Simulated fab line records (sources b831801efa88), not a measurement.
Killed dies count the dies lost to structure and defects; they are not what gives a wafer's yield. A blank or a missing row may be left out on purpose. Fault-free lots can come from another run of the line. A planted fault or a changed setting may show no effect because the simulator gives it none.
A single fault, viewed from 2 desks + flow sky130 + every desk sees just its own numbers, and what lay behind them comes last

== AT THE METROLOGY DESK ==
Lot by lot, what the gauges showed, no matter which tool ran the lot: averages of those sampled wafers that carry a number. Any lot whose mean is over 4 standard deviations away from the usual mean is out of limits and marked OUT; that distance is given in the brackets.
Columns: A = cdNm at SKY_FIELD_ISO_CD_MEAS_13, usual 150.2 nm; B = VT_ADJUST_LVTN_TW at SKY_VT_ADJUST_LVTN_TW_MEAS_10, usual 242.7; C = VT_ADJUST_NCORE_TW at SKY_VT_ADJUST_NCORE_TW_MEAS_11, usual 219.8; D = SONOS_ONO_CVD_04_THK at SKY_SONOS_ONO_THK_MEAS_05, usual 5.75 nm
| lot  | first seen here | A     | B               | C     | D    |
|------|-----------------|-------|-----------------|-------|------|
| L679 | day 2 07:38     | 150.4 | 243.3           | 220.0 | 5.71 |
| L680 | day 2 14:22     | 149.9 | 243.4           | 220.2 | 5.88 |
| L681 | day 2 21:03     | 151.7 | 243.4           | 219.8 | 5.83 |
| L682 | day 3 00:38     | 148.4 | 242.0           | 220.0 | 5.57 |
| L683 | day 3 01:00     | 148.7 | 241.8           | 220.3 | 6.06 |
| L684 | day 3 06:35     | 153.9 | 242.4           | 219.4 | 5.71 |
| L692 | day 5 02:11     | 151.3 | 207.0 (-38) OUT | 219.9 | 5.64 |
| L694 | day 5 10:32     | 152.3 | 207.6 (-38) OUT | 218.9 | 5.71 |
| L695 | day 5 16:49     | 150.3 | 243.4           | 219.2 | 5.73 |
| L696 | day 5 20:48     | 149.7 | 243.3           | 219.7 | 5.81 |
| L697 | day 6 01:14     | 149.0 | 242.7           | 219.8 | 5.53 |
| L698 | day 6 06:44     | 149.0 | 242.8           | 218.8 | 5.81 |
| L699 | day 6 13:13     | 149.0 | 243.7           | 219.6 | 5.75 |
This desk finds L692, L694 out of limits, with the earliest case on L692 at day 10 11:34 (VT_ADJUST_LVTN_TW at SKY_VT_ADJUST_LVTN_TW_MEAS_10). L679, L680, L681, L682, L683, L684, L695, L696, L697, L698, L699: within limits.

== THE TOOL OWNER'S DESK: implanter-04 ==
The tool's own readings at SKY_VT_ADJUST_LVTN_IMPLANT_08, given as means over the sampled wafers that have a number, one for each lot that went through this tool. Any lot whose mean is over 4 standard deviations away from the usual mean is out of limits and marked OUT; that distance is given in the brackets.
Columns: A = doseIonsCm2 at SKY_VT_ADJUST_LVTN_IMPLANT_08, usual 1.57e+12; B = faradayCurrentUA at SKY_VT_ADJUST_LVTN_IMPLANT_08, usual 8.85
| lot  | first seen here | A                          | B              |
|------|-----------------|----------------------------|----------------|
| L679 | day 6 21:10     | 1.57e+12                   | 8.71           |
| L684 | day 8 08:57     | 1.57e+12                   | 8.89           |
| L692 | day 10 11:20    | 9.07e+11 (-99 or more) OUT | 5.09 (-21) OUT |
| L694 | day 10 21:11    | 9.09e+11 (-99 or more) OUT | 5.14 (-21) OUT |
This desk's finding: out of limits on L692, L694; first on L692, day 10 11:20 (doseIonsCm2 at SKY_VT_ADJUST_LVTN_IMPLANT_08). L679, L684: within limits.

== TAKEN TOGETHER ==
The tool owner's desk could have raised an alarm at day 10 11:20, on L692, L694.
The metrology desk could have raised an alarm at day 10 11:34, on L692, L694.
Every lot named ran SKY_VT_ADJUST_LVTN_IMPLANT_08 on implanter-04.

== WHAT HAD BEEN PUT IN BY THE SIMULATOR ==
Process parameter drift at SKY_VT_ADJUST_LVTN_IMPLANT_08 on implanter-04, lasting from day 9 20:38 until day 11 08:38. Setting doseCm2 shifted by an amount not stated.
Shown lots that were struck: L692, L694.
Hours from the fault's start to each desk's first reading out of limits: the tool owner's desk, 15; the metrology desk, 15.
